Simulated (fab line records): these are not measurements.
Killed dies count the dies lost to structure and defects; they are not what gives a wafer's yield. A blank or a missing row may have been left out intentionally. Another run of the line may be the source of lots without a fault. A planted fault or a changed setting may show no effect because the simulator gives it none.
Comparing a struck lot with a sound one -- flow sky130 -- 18 out of 708 route steps
Sound: wafers L515.4, L515.5, L515.6. Struck: wafer L517.5. (L517.1, L517.4 of the same lot were not struck and are left out.) The cause comes at the end.
Order at every step that has rows: each side's tool, ch and its chambers, its first start. Under that, the readings that differ: sound wafers -- struck wafers -- difference of the means -- sigmas: that difference in standard deviations of wafers without a fault.
alike: readings whose means differ by less than 2 such deviations, and words and numbers that are the same on both sides. not compared: withheld readings, readings that some wafer has no value for, bounds like >300 that may hide the same value, and numbers for which the record gives no deviation and whose values overlap.
A row with sigmas, a row that says differs or no value, or rows on one side alone: a step with any of these is where the two part. Numbers that have no deviation but don't overlap get no sigmas and don't part them. A reading missing from all wafers of one side parts the sides only when that side holds two or more wafers.

first, 5 steps without rows for these wafers: SKY_VIA4_COAT_06 (resist thk 1140 nm); SKY_VIA4_SOFTBAKE_07 (time 60 s); SKY_VIA4_EXPOSE_08 (exposes mask VIM4, target cd 800 nm); SKY_VIA4_PEB_09; SKY_VIA4_DEVELOP_10 (develop time 60 s).
SKY_VIA4_OVL_MEAS_11:
  sound on overlay-01 at day 46 01:20; struck on overlay-02 at day 46 13:16
  alike: VIA4_OVL
SKY_VIA4_ETCH_12: etches SiO2 in C4F8/O2/Ar, stops on TiN, target depth 580 nm.
  sound on rie_diel-04 ch 0,1,3, day 46 01:23; struck on rie_diel-04 ch 2, day 46 13:18
reading,sound,struck,difference,sigmas
chamber_pressure_mTorr (mTorr),40.00 40.01 40.07,39.91,-0.12,-3
  alike: oes_product_au
SKY_VIA4_STRIP_13: strips in O2/N2.
  sound on plasma_asher-03 ch 0,1, day 46 01:28; struck on plasma_asher-03 ch 0, day 46 13:23
  alike: chamber_pressure_mTorr, drypump_motor_current_A, oes_product_au, strip_time_to_endpoint_s
  not compared: rf_hours_counter_h
then, 3 steps without rows for these wafers: SKY_VIA4_STRIP_14 (strips in post etch residue remover, time 1200 s); SKY_VIA4_CLEAN_15 (cleans in IPA, time 180 s); SKY_VIA4_CLEAN_16 (cleans in O3/DIW).
SKY_VIA4_SPUTTER_17: material TiN, target thk 20 nm, time 80 s.
  sound on pvd_sputter-03 at day 46 02:03; struck on pvd_sputter-02 at day 46 13:58
  alike: throttle_valve_pct
SKY_VIA4_CVD_18: deposits W, target thk 505 nm, time 152.14 s.
  sound on cvd_w-02 ch 0,1, day 46 02:10; struck on cvd_w-02 ch 0, day 46 14:02
reading,sound,struck,difference,sigmas
susceptor_temp_C (C),399.75 399.68 399.77,425.70,+25.97,+99 or more
model.W_of_VIA4_CVD_18.thk_nm (nm),502.8 516.3 504.7,797.3,+289.4,
  alike: heater_power_outer_w, heater_power_w
SKY_VIA4_RS_MEAS_19: measures by four-point-probe.
  sound on film_metro-02 at day 46 02:20; struck on film_metro-04 at day 46 14:11
reading,sound,struck,difference,sigmas
VIA4_W_RS (ohm/sq),0.227 0.222 0.227,0.143,-0.082,-24
SKY_VIA4_THK_MEAS_20: measures by xrf.
  sound on film_metro-02 at day 46 02:25; struck on film_metro-04 at day 46 14:18
reading,sound,struck,difference,sigmas
VIA4_W_THK (nm),510 525 509,819,+304,+38
SKY_VIA4_CMP_21: polishes, stops on SiO2, t overpolish 25 s, target thk 0 nm.
  sound on cmp-01 ch 1,2, day 46 02:27; struck on cmp-01 ch 2, day 46 14:28
reading,sound,struck,difference,sigmas
time_to_endpoint_s (s),121 132 127,194,+67,+16
  alike: motor_current_A, slurry_filter_dp_kPa
SKY_METAL5_SPUTTER_00: material Ti, target thk 15 nm, time 10 s.
  sound on pvd_sputter-04 at day 46 02:45; struck on pvd_sputter-02 at day 46 14:40
  alike: throttle_valve_pct
-- the record jumps here: 3 days lie between the struck wafers' starts before and after (it left off in module METAL5 and takes up again in module PAD_OPEN, whose first step shown is number 708 of the route) --
SKY_PAD_OPEN_PROBE_99:
  sound on prober-02 at day 48 19:00; struck on prober-02 at day 49 05:58
  alike: defect_limited_yield, killed_at_M0_to_M3, killed_at_M4_up, killed_at_contacts, killed_at_front_end, killed_at_other, killed_dies, killed_open, killed_short, sort_bin_3_pad_short, sort_bin_5_function, sort_bin_6_memory, sort_n_pass, sort_yield_pct

WHERE THEY PART
At SKY_VIA4_ETCH_12 first; at SKY_VIA4_CMP_21 last (within this record only). Later steps at which nothing parts them and some readings are alike: SKY_METAL5_SPUTTER_00, SKY_PAD_OPEN_PROBE_99.

WHY: what the simulator had put in
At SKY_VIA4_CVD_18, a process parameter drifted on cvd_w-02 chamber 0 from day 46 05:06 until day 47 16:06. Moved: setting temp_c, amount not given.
